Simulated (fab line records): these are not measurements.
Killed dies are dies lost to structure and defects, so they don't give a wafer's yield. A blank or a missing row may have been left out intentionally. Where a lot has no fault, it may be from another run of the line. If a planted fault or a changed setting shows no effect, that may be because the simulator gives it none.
Which tool did it? -- flow gf180mcu -- 39 wafers from 13 lots sampled at 4 of the route's 602 steps

## WHAT THE GAUGES READ, wafer by wafer
GF_V5_THK_MEAS_03. Usual: V5_CVD_02_THK 1450 nm, standard deviation 19.
lot,measured,on,V5_CVD_02_THK (nm),flag
L735,day 26 06:33,film_metro-01,1439 1448 1452,
L737,day 26 19:38,film_metro-03,1428 1425 1423,
L738,day 27 09:51,film_metro-03,1445 1452 1466,
L740,day 27 18:41,film_metro-03,1429 1414 1464,
L741,day 28 08:27,film_metro-01,1432 1456 1450,
L743,day 28 19:52,film_metro-01,1465 1429 1490,
L745,day 29 13:04,film_metro-03,1445 1445 1465,
L746,day 29 17:19,film_metro-03,1479 1498 1491,
L750,day 30 23:37,film_metro-02,1447 1441 1455,
L754,day 31 21:55,film_metro-03,1459 1471 1469,
L755,day 32 04:18,film_metro-01,1435 1458 1465,
L757,day 32 17:41,film_metro-01,1446 1432 1453,
L758,day 33 00:36,film_metro-02,1454 1473 1475,

GF_V5_OVL_MEAS_15. Usual: V5_OVL 1 nm, standard deviation 6.6.
lot,measured,on,V5_OVL (nm),flag
L735,day 27 03:26,overlay-02,5 -3 3,
L737,day 27 15:43,overlay-01,-6 -5 -2,
L738,day 28 06:32,overlay-01,-2 0 0,
L740,day 28 14:38,overlay-01,12 7 0,
L741,day 29 04:25,overlay-01,9 10 12,
L743,day 29 15:24,overlay-01,-3 -5 4,
L745,day 30 08:09,overlay-01,-1 -3 1,
L746,day 30 12:25,overlay-02,14 15 7,
L750,day 31 17:37,overlay-02,4 -1 7,
L754,day 32 15:18,overlay-01,-1 -6 -3,
L755,day 32 20:33,overlay-01,4 0 1,
L757,day 33 10:13,overlay-02,5 11 11,
L758,day 33 16:37,overlay-01,9 7 7,

GF_V5_RS_MEAS_24: measurement is done with a four-point probe. Usual: V5_W_RS 0.329 ohm/sq, standard deviation 0.0042.
lot,measured,on,V5_W_RS (ohm/sq),flag
L735,day 27 04:22,film_metro-03,0.327 0.331 0.329,
L737,day 27 16:40,film_metro-02,0.321 0.326 0.330,
L738,day 28 07:29,film_metro-02,0.337 0.326 0.331,
L740,day 28 15:35,film_metro-03,0.334 0.330 0.330,
L741,day 29 05:26,film_metro-02,0.334 0.330 0.327,
L743,day 29 16:23,film_metro-02,0.326 0.329 0.325,
L745,day 30 09:07,film_metro-03,0.336 0.331 0.328,
L746,day 30 13:21,film_metro-01,0.320 0.327 0.323,
L750,day 31 18:37,film_metro-03,0.333 0.327 0.332,
L754,day 32 16:18,film_metro-03,0.324 0.327 0.320,
L755,day 32 21:37,film_metro-01,0.326 0.332 0.335,
L757,day 33 11:10,film_metro-03,0.333 0.332 0.332,
L758,day 33 17:37,film_metro-03,0.325 0.328 0.328,

## WHAT TOOL EACH LOT RAN ON (gives the tool, then ch and the chambers of the sampled wafers, and finally the start)
lot,GF_V5_ETCH_16
L735,"rie_diel-02 ch 0,2, day 27 03:28"
L737,"rie_diel-02 ch 0,1,2, day 27 15:45"
L738,"rie_diel-04 ch 1,2,3, day 28 06:35"
L740,"rie_diel-01 ch 0,2, day 28 14:40"
L741,"rie_diel-01 ch 0,3, day 29 04:27"
L743,"rie_diel-04 ch 0,2,3, day 29 15:26"
L745,"rie_diel-04 ch 0,3, day 30 08:10"
L746,"rie_diel-04 ch 1,2,3, day 30 12:27"
L750,"rie_diel-01 ch 0,1, day 31 17:38"
L754,"rie_diel-04 ch 0,2, day 32 15:20"
L755,"rie_diel-01 ch 1,2, day 32 20:35"
L757,"rie_diel-04 ch 2,3, day 33 10:15"
L758,"rie_diel-02 ch 0,1,3, day 33 16:39"
- GF_V5_ETCH_16: etches BARC in N2/H2.

## AS READ BY THE TOOLS THEMSELVES (means over the sampled wafers that have a number; for cases with no such wafer, the mark the record gives instead)
GF_V5_ETCH_16. Usual: drypump_motor_current_A 5.7 A, standard deviation 0.56; oes_product_au 0.855 a.u., standard deviation 0.0046; rf_fwd_power_W 494.7 W, standard deviation 2.1; throttle_valve_pct 13.225 %, standard deviation 0.0087.
lot,tool,drypump_motor_current_A (A),oes_product_au (a.u.),rf_fwd_power_W (W),throttle_valve_pct (%),flag
L735,rie_diel-02,6.2,0.854,494.7,13.226,
L737,rie_diel-02,6.2,0.853,494.9,13.224,
L738,rie_diel-04,5.7,0.851,494.9,13.225,
L740,rie_diel-01,5.6,0.858,495.0,13.225,
L741,rie_diel-01,6.5,0.855,491.5,13.220,
L743,rie_diel-04,5.4,0.855,493.4,13.216,
L745,rie_diel-04,5.0,0.854,495.3,13.231,
L746,rie_diel-04,5.8,0.853,495.6,13.226,
L750,rie_diel-01,5.9,0.854,413.4,13.223,OFF
L754,rie_diel-04,5.5,0.852,495.0,13.223,
L755,rie_diel-01,5.3,0.856,417.4,13.227,OFF
L757,rie_diel-04,5.7,0.856,493.6,13.236,
L758,rie_diel-02,5.6,0.858,496.2,13.230,

## THE ANSWER, worked out from the rows above alone
Rule: take the mean of a lot's wafers that have a number; if it is more than 3 standard deviations from the usual mean, the lot is off. A lot without any number at a reading at which 4 lots or more have one is off too. The other lots that the step has rows for count as sound. The gauges are gone through in route order, then the tools' own readings, and for those a lot's mean is taken as printed above. At the first step where some lot is off, the reading lying furthest off is the one used; lots without a number count as furthest.
Off: L750, L755, at GF_V5_ETCH_16 (rf_fwd_power_W).
A tool fits if, at that step or a process step before it, it ran every lot that is off, and no sound lot after the first of them. One candidate fits, namely rie_diel-01 at GF_V5_ETCH_16. A fault onset in the window from L741 (day 29 04:27, its last sound lot) to L750 (day 31 17:38, its first lot off) fits.
The tool's own readings at GF_V5_ETCH_16 bear it out: on the lots that are off they differ by more than 5 times the standard deviation of the sound lots' means. rf_fwd_power_W reads 415.4 W there against 494.6 W on the sound lots.

## WHAT WAS PUT IN BY THE SIMULATOR
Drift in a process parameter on rie_diel-01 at GF_V5_ETCH_16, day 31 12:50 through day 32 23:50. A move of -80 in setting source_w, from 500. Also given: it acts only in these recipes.
Struck lots among those shown: L750, L755. This agrees with what the rule above found.
